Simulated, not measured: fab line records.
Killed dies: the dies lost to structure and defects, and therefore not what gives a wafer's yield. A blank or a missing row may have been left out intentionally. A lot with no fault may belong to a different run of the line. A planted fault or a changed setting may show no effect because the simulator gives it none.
Which of the tools did it?	flow sky130	14 lots, 42 wafers sampled, at 3 steps of a route of 708

## WHAT THE GAUGES SHOWED, per wafer
SKY_SONOS_ONO_THK_MEAS_03. Usual: for SONOS_ONO_CVD_02_THK the level is 10.48 nm and the standard deviation is 0.15.
lot	measured	on	SONOS_ONO_CVD_02_THK (nm)	flag
L746	day 11 12:43	film-metro-04	10.16 10.26 10.09	
L747	day 11 22:09	film-metro-02	10.45 10.45 10.43	
L749	day 12 07:17	film-metro-03	10.52 10.39 10.41	
L750	day 12 22:16	film-metro-04	10.52 10.56 10.63	
L751	day 13 09:11	film-metro-03	10.43 10.57 10.43	
L753	day 14 02:32	film-metro-03	10.22 10.32 10.21	
L754	day 14 05:20	film-metro-02	10.43 10.65 10.59	
L755	day 14 14:16	film-metro-03	10.84 10.88 10.90	
L756	day 14 20:50	film-metro-04	10.48 10.53 10.57	
L761	day 16 10:04	film-metro-03	10.38 10.50 10.33	
L762	day 16 12:52	film-metro-03	10.43 10.48 10.38	
L763	day 17 07:38	film-metro-04	10.49 10.36 10.47	
L766	day 18 12:38	film-metro-03	10.38 10.38 10.41	
L769	day 19 10:47	film-metro-02	10.49 10.41 10.36	

SKY_SONOS_ONO_THK_MEAS_05. Usual: for SONOS_ONO_CVD_04_THK the level is 5.74 nm and the standard deviation is 0.1.
lot	measured	on	SONOS_ONO_CVD_04_THK (nm)	flag
L746	day 11 14:01	film-metro-02	5.81 5.78 5.75	
L747	day 11 23:28	film-metro-02	5.63 5.73 5.76	
L749	day 12 08:35	film-metro-03	5.83 5.82 5.81	
L750	day 12 23:34	film-metro-04	5.69 5.74 5.66	
L751	day 13 10:29	film-metro-04	5.53 5.54 5.59	
L753	day 14 03:51	film-metro-04	5.70 5.75 5.75	
L754	day 14 06:39	film-metro-04	5.72 5.72 5.66	
L755	day 14 15:35	film-metro-03	5.85 5.83 5.86	
L756	day 15 23:00	film-metro-04	5.80 5.90 5.83	
L761	day 16 11:23	film-metro-02	5.74 5.84 5.76	
L762	day 16 14:10	film-metro-02	5.75 5.70 5.74	
L763	day 17 09:34	film-metro-02	5.85 5.78 5.85	
L766	day 18 14:34	film-metro-03	5.64 5.62 5.67	
L769	day 19 12:05	film-metro-04	5.80 5.68 5.62	

SKY_GATE_OXIDE_OVL_MEAS_10. Usual: for GATE_OXIDE_OVL the level is -0.1 nm and the standard deviation is 1.5.
lot	measured	on	GATE_OXIDE_OVL (nm)	flag
L746	day 13 15:46	overlay-02	-2.8 -2.2 -2.8	
L747	day 14 03:52	overlay-01	1.6 2.3 0.0	
L749	day 14 13:36	overlay-02	-1.5 -0.7 1.0	
L750	day 15 06:04	overlay-01	-1.0 -0.5 -1.8	
L751	day 15 19:39	overlay-02	1.1 2.1 1.7	
L753	day 16 11:40	overlay-01	0.1 -0.9 0.0	
L754	day 16 17:16	overlay-01	1.3 1.9 0.4	
L755	day 17 01:34	overlay-01	-0.5 1.3 -1.2	
L756	day 18 12:37	overlay-02	0.2 1.8 0.0	
L761	day 19 00:01	overlay-01	-1.4 -2.5 -2.5	
L762	day 19 02:48	overlay-02	2.5 4.4 2.5	
L763	day 20 02:01	overlay-01	1.7 0.9 0.5	
L766	day 21 04:04	overlay-02	-0.8 0.5 -0.5	
L769	day 22 02:46	overlay-01	1.1 0.5 1.0	

## WHAT TOOL EACH LOT RAN ON (gives the tool, then ch and the chambers of the sampled wafers, and finally the start)
There is no process step in the record ahead of these readings.

## AS READ BY THE TOOLS THEMSELVES (means over the sampled wafers that have a number; for cases with no such wafer, the mark the record gives instead)
The record holds no such reading with a usual standard deviation.

## THE ANSWER, worked out from the rows above alone
Rule: take the mean of a lot's wafers that have a number; if it is more than 3 standard deviations from the usual mean, the lot is off. Also off: a lot with no number at a reading for which 4 or more lots have one. All remaining lots with rows at the step are treated as sound. Order of review: gauges by route order, followed by the tools' own readings, for which a lot's mean as printed above is used. At the first step where some lot is off, the reading lying furthest off is the one used; lots without a number count as furthest.
Nothing can be told from this: no lot is off at any reading shown.

## WHAT WAS PUT IN BY THE SIMULATOR
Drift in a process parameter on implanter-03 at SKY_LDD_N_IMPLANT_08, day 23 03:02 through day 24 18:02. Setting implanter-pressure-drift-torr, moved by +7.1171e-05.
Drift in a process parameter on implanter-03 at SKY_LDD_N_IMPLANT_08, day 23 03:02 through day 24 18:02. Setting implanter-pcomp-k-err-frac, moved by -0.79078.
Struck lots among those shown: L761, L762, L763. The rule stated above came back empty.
